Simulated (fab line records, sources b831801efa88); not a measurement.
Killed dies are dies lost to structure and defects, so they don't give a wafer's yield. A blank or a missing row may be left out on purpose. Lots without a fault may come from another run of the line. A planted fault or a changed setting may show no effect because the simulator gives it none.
A struck lot beside a sound one | flow sky130 | 16 steps out of a route of 708
Sound: wafers L997.3, L997.4, L997.5. Struck: wafers L107.1, L107.4, L107.6. The cause comes at the end.
At each step with rows: each side's tool, then ch and its chambers, then its first start. Under that, the readings that differ: sound wafers | struck wafers | difference of the means | sigmas: that difference in standard deviations of wafers without a fault.
alike: readings whose means differ by less than 2 such deviations, and words and numbers that are the same on both sides. not compared: withheld readings, readings that some wafer has no value for, bounds like >300 that may hide the same value, and numbers for which the record gives no deviation and whose values overlap.
The two part at a step that has a row with sigmas, a row that says differs or no value, or rows on one side only. Numbers that don't overlap but have no deviation are shown without sigmas and don't part them. A reading that every wafer of one side lacks parts them only if that side has two wafers or more.

first, 4 steps without rows for these wafers: SKY_METAL1_DEHYDRATE_07 (time 60 s); SKY_METAL1_HMDS_08 (prime time 60 s); SKY_METAL1_COAT_09 (resist thk 60 nm); SKY_METAL1_COAT_10 (resist thk 450 nm).
SKY_METAL1_SOFTBAKE_11: time 91.3 s.
  sound on litho_track-04 ch 0; struck on litho_track-04 ch 0
  alike: plate_sensor_t_centre_C, plate_sensor_t_edge_C, resist_line_temp_C
then, 3 steps without rows for these wafers: SKY_METAL1_EXPOSE_12 (exposes mask MM1, target cd 140 nm); SKY_METAL1_PEB_13; SKY_METAL1_DEVELOP_14 (develop time 60 s).
SKY_METAL1_CD_MEAS_15: target cd 140 nm.
  sound on cd_sem-02, day 34 03:47; struck on cd_sem-01, day 36 09:08
  alike: cd_nm
SKY_METAL1_OVL_MEAS_16:
  sound on overlay-02, day 34 03:53; struck on overlay-01, day 36 09:16
  alike: METAL1_OVL
SKY_METAL1_DESCUM_17: chemistry O2, time 8 s.
  sound on rie_metal-03 ch 0,1, day 34 03:55; struck on rie_metal-03 ch 1, day 36 09:18
  alike: chamber_pressure_mTorr, drypump_motor_current_A, oes_product_au
  not compared: rf_hours_counter_h
SKY_METAL1_ETCH_18: etches BARC in N2/H2, stops on SiO2, time 45.9 s, target depth 60 nm.
  sound on rie_metal-03 ch 0,1, day 34 03:58; struck on rie_metal-03 ch 1, day 36 09:22
  alike: chamber_pressure_mTorr, drypump_motor_current_A, oes_product_au, throttle_valve_pct
  not compared: rf_hours_counter_h
SKY_METAL1_METAL_ETCH_19: etches the open film in Cl2/BCl3, stops on SiO2, target depth 360 nm, time 78 s.
  sound on rie_metal-03 ch 0,1, day 34 04:02; struck on rie_metal-03 ch 1, day 36 09:29
  reading                                       | sound             | struck                  | difference | sigmas
  oes_product_au (a.u.)                         | 0.863 0.859 0.856 | 0.820 0.815 0.820       | -0.041     | -7
  over_etch_frac                                | 0.3 0.3 0.3       | 0.40303 0.40303 0.40303 | +0.10303   |
  model.KrF-thick_of_METAL1_COAT_10.thk_nm (nm) | 161 158.9 162.1   | 140.7 143.3 143.6       | -18.1      |
  alike: chamber_pressure_mTorr, drypump_motor_current_A, throttle_valve_pct
  not compared: rf_hours_counter_h
SKY_METAL1_STRIP_20: strips in O2/N2.
  sound on plasma_asher-04 ch 0,1, day 34 04:08; struck on plasma_asher-02 ch 0,1, day 36 09:40
  reading                      | sound          | struck         | difference | sigmas
  strip_time_to_endpoint_s (s) | 2.72 2.70 2.75 | 2.49 2.52 2.52 | -0.21      | -5
  alike: chamber_pressure_mTorr, drypump_motor_current_A, oes_product_au
  not compared: rf_hours_counter_h
then, 2 steps without rows for these wafers: SKY_METAL1_STRIP_21 (strips in post etch residue remover, time 1200 s); SKY_PAD_OPEN_PROBE_99.

WHERE THEY PART
First at SKY_METAL1_METAL_ETCH_19; last, within this record, at SKY_METAL1_STRIP_20.

WHY: what the simulator had put in
Process parameter drift: rie_metal-03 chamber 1, from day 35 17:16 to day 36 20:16, at SKY_METAL1_METAL_ETCH_19. Setting over_etch_frac, moved by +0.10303, from 0.3. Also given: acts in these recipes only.
